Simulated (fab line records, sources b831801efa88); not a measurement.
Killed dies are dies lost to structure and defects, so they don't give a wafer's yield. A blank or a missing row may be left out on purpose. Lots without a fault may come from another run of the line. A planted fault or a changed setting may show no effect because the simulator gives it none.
A struck lot beside a sound one | flow gf180mcu | 15 steps out of a route of 602
Sound: wafers L976.4, L976.5, L976.6. Struck: wafers L973.1, L973.3, L973.4. The cause comes at the end.
At each step with rows: each side's tool, then ch and its chambers, then its first start. Under that, the readings that differ: sound wafers | struck wafers | difference of the means | sigmas: that difference in standard deviations of wafers without a fault.
alike: readings whose means differ by less than 2 such deviations, and words and numbers that are the same on both sides. not compared: withheld readings, readings that some wafer has no value for, bounds like >300 that may hide the same value, and numbers for which the record gives no deviation and whose values overlap.
The two part at a step that has a row with sigmas, a row that says differs or no value, or rows on one side only. Numbers that don't overlap but have no deviation are shown without sigmas and don't part them. A reading that every wafer of one side lacks parts them only if that side has two wafers or more.

GF_M3_SPUTTER_04: material TiN, target thk 50 nm, time 41.7 s.
  sound on pvd_sputter-03, day 25 17:25; struck on pvd_sputter-04, day 24 13:34
  alike: throttle_valve_pct
GF_M3_RS_MEAS_05: measures by four-point-probe.
  sound on film_metro-02, day 25 17:31; struck on film_metro-02, day 24 13:37
  alike: M3_ALCU_RS
GF_M3_THK_MEAS_06: measures by xrf.
  sound on film_metro-02, day 25 17:37; struck on film_metro-02, day 24 13:44
  alike: M3_ALCU_THK
then, 7 steps without rows for these wafers: GF_M3_DEHYDRATE_07 (time 60 s); GF_M3_HMDS_08 (prime time 60 s); GF_M3_COAT_09 (resist thk 1000 nm); GF_M3_SOFTBAKE_10 (time 60 s); GF_M3_EXPOSE_11 (exposes mask Metal3, target cd 280 nm); GF_M3_PEB_12 (peb time 90 s); GF_M3_DEVELOP_13 (develop time 60 s).
GF_M3_CD_MEAS_14: target cd 280 nm.
  sound on cd_sem-01, day 26 14:23; struck on cd_sem-02, day 25 10:59
  alike: cd_nm
GF_M3_OVL_MEAS_15:
  sound on overlay-02, day 26 14:28; struck on overlay-02, day 25 11:06
  alike: M3_OVL
GF_M3_METAL_ETCH_16: etches the open film in Cl2/BCl3, stops on SiO2, target depth 627.5 nm, time 104.6 s.
  sound on rie_metal-03 ch 0,1, day 26 14:31; struck on rie_metal-03 ch 0, day 25 11:08
  no value came back on the struck wafers for any of 6 readings (bcl3_flow_sccm (sccm), bias_w (W) and others); on the sound wafers bcl3_flow_sccm (sccm) reads 40.13 39.90 40.05
  reading                             | sound             | struck            | difference | sigmas
  model.KrF_of_M3_COAT_09.thk_nm (nm) | 727.1 736.3 723.9 | 982.5 986.3 983.5 | +255.0     |
  not compared: rf_hours_counter_h
GF_M3_STRIP_17: strips in O2/N2.
  sound on plasma_asher-02 ch 0,1, day 26 14:37; struck on plasma_asher-02 ch 0,1, day 25 11:22
  reading                      | sound             | struck            | difference | sigmas
  oes_product_au (a.u.)        | 0.553 0.558 0.554 | 0.654 0.658 0.662 | +0.103     | +18
  strip_time_to_endpoint_s (s) | 7.79 7.89 7.75    | 10.19 10.23 10.21 | +2.40      | +28
  alike: drypump_motor_current_A, heater_power_w, n2_flow_sccm
  not compared: rf_hours_counter_h
then, 1 step without rows for these wafers: GF_M3_STRIP_18 (strips in post etch residue remover, time 1200 s).

WHERE THEY PART
First at GF_M3_METAL_ETCH_16; last, within this record, at GF_M3_STRIP_17.

WHY: what the simulator had put in
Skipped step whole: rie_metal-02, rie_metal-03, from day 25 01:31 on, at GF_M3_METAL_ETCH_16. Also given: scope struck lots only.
